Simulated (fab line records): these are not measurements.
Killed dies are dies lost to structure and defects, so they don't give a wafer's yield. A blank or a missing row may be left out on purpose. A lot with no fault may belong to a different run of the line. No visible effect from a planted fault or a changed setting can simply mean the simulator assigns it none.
Code-filled problem report in 8D (eight disciplines) form	flow sky130	the parts of the form that need people (team, actions taken, sign-off) are left out

== 1. THE ISSUE ==
cd-nm at SKY_METAL4_CD_MEAS_13 reads a mean of 276.1 nm on 6 wafers of 2 lots; wafers without a fault read 300.0 nm with a standard deviation of 1.5. Relative to the usual mean, that is a shift of -16 standard deviations.
The step: target cd 300 nm.
The first sign was on wafer L523.3 at day 44 05:20, on cd-sem-01. Wafers with a number at this step in the record: 33, from 11 lots. By rule, "out" or "out of limits" means more than 4 standard deviations away from the usual mean. Any other wafer with a number is counted as sound.

== 2. WHAT IT IS, AND WHAT IT ISN'T ==
question	is	is not
which readings at this step	cd-nm	-
which lots	L523, L525	L515, L518, L520, L524, L532, L533, L534, L535, L536
which wafers of those lots	all that have a number	-
read on which gauges	cd-sem-01, cd-sem-02	-
when	from day 44 05:20	up to then (9 sound wafers); but 18 sound wafers of L524, L532, L533, L534, L535, L536 came after

== 3. WHAT RULES OUT EACH SUSPECT ==
Counting: a tool at any process step up to the reading remains a suspect when it ran all the lots that are out and ran no sound lot after the first of those.
- ruled out: the gauge at SKY_METAL4_CD_MEAS_13. Those wafers that are out were read across 2 gauges (cd-sem-01, cd-sem-02).
- plasma-asher-03 at SKY_METAL2_STRIP_20 (strips in O2/N2): ruled out as a lasting fault. After its first lot that is out, L523 (day 38 00:25), sound lots L524, L532, L534, L536 ran on it.
- cmp-01 at SKY_VIA2_CMP_24 (polishes, stops on SiO2, t overpolish 20 s, target thk 0 nm): ruled out as a lasting fault. After its first lot that is out, L523 (day 39 04:18), sound lots L532, L533 ran on it.
- krf-scanner-02 at SKY_METAL4_EXPOSE_10 (exposes mask MM4, target cd 300 nm): ruled out as a lasting fault. After its first lot that is out, L523 (day 43 19:06), sound lots L532, L533, L534, L536, L535 ran on it.
Left after counting: nothing in the record.

== 4. THE CAUSE (what the simulator had put in) ==
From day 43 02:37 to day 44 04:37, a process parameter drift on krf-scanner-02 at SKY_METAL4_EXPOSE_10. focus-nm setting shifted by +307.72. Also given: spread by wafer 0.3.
Counting ruled it out, wrongly: the rule takes a fault to strike every lot that its tool runs from its start on, and this one did not.

== 5. SEQUENCE OF EFFECTS, ordered by route ==
Each row: a reading whose mean over the struck wafers that have a number lies more than 3 standard deviations from the usual. Only readings for which the record gives a usual standard deviation are gone through. hours: the time from each lot's start at the first step in this table that gives one to its start at this step, as a median over the lots. sigmas: the change in usual standard deviations.
hours	step	reading	usual	on struck wafers	change	sigmas
0	SKY_METAL4_EXPOSE_10	exposure-dose-mJ-cm2	27.985	26.702	-1.283	-44
12	SKY_METAL4_CD_MEAS_13	cd-nm	300.0 nm	276.1	-23.9	-16
98	SKY_PAD_OPEN_PROBE_99	defect-limited-yield	83.0 %	73.8	-9.2	-4.9
98	SKY_PAD_OPEN_PROBE_99	killed_at_M4_up	3.1	46.0	+42.9	+23
98	SKY_PAD_OPEN_PROBE_99	killed-dies	84	129	+45	+4.7
98	SKY_PAD_OPEN_PROBE_99	sort_bin_5_function	10.0 %	19.1	+9.1	+6.5
98	SKY_PAD_OPEN_PROBE_99	sort-n-pass	408	363	-45	-4.7
98	SKY_PAD_OPEN_PROBE_99	sort-yield-pct	83.0 %	73.8	-9.2	-4.9
The process steps in it:
- SKY_METAL4_EXPOSE_10: exposes mask MM4, target cd 300 nm.
- SKY_PAD_OPEN_PROBE_99

== 6. WHAT WOULD HAVE CAUGHT IT SOONER ==
The first out-of-limits reading at a measuring or inspecting step in this record came at day 44 05:20, 27 hours after the fault's start at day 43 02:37.
At SKY_METAL4_EXPOSE_10, the tool's own readings (exposure-dose-mJ-cm2) were out on each struck wafer the step has a row for, so an alarm limit on them would have fired on the first such wafer.
